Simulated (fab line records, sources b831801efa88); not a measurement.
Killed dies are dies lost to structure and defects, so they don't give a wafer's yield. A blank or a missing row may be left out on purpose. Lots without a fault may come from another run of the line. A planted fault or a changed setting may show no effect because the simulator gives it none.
Chamber matching | flow gf180mcu | GF_V3_CMP_04 on cmp-02: 4 sister chambers
The step polishes SiO2. 8 wafers are shown with their chamber, then 12 later ones without.

WAFERS WITH THEIR CHAMBER
wafer  | chamber | motor_current_A (A) | time_to_endpoint_s (s)
L076.1 | 1       | 12.1                | 89
L086.3 | 3       | 13.1                | 78
L086.4 | 2       | 13.6                | 79
L088.2 | 3       | 13.2                | 75
L088.3 | 1       | 12.7                | 77
L091.1 | 0       | 12.3                | 68
L091.2 | 2       | 12.6                | 73
L091.6 | 0       | 12.7                | 71

WAFERS WITHOUT THEIR CHAMBER
wafer  | motor_current_A (A) | time_to_endpoint_s (s)
L093.1 | 13.4                | 70
L093.5 | 12.3                | 70
L093.6 | 11.8                | 75
L092.1 | 13.0                | 70
L092.3 | 13.7                | 68
L092.4 | 12.4                | 73
L094.3 | 12.7                | 77
L094.4 | 13.2                | 86
L094.6 | 13.8                | 80
L096.1 | 12.2                | 77
L096.3 | 13.0                | 75
L096.5 | 13.4                | 79

WHICH CHAMBER EACH WENT THROUGH
wafer  | from the rows above               | in truth
L093.1 | can't be placed: 2 or 3 or 0      | 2
L093.5 | can't be placed: 0 or 2 or 3      | 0
L093.6 | can't be placed: 0 or 1 or 2 or 3 | 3
L092.1 | can't be placed: 0 or 2 or 3 or 1 | 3
L092.3 | can't be placed: 2 or 3 or 0      | 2
L092.4 | can't be placed: 0 or 2 or 3 or 1 | 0
L094.3 | can't be placed: 2 or 3 or 1 or 0 | 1
L094.4 | can't be placed: 3 or 1 or 2 or 0 | 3
L094.6 | can't be placed: 3 or 2 or 1      | 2
L096.1 | can't be placed: 1 or 0 or 2 or 3 | 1
L096.3 | can't be placed: 2 or 3 or 0 or 1 | 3
L096.5 | can't be placed: 3 or 2 or 1      | 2
Placed correctly: 0 of 12. Can't be placed from these rows: 12 (the true chamber is among the candidates in 12). Placed wrongly: 0.
How it was worked out, from the rows above alone: a wafer's distance from a chamber is the root of the sum, over the readings, of the square of ((its reading less the chamber's mean) divided by the reading's scatter). The wafer belongs to the nearest chamber; if the next one is less than 2 further off, it can't be placed. A chamber's mean is the mean of its shown wafers. The scatter: the root of (the sum of the squares of (reading less its chamber's mean) over the shown wafers, divided by (wafers less chambers)).
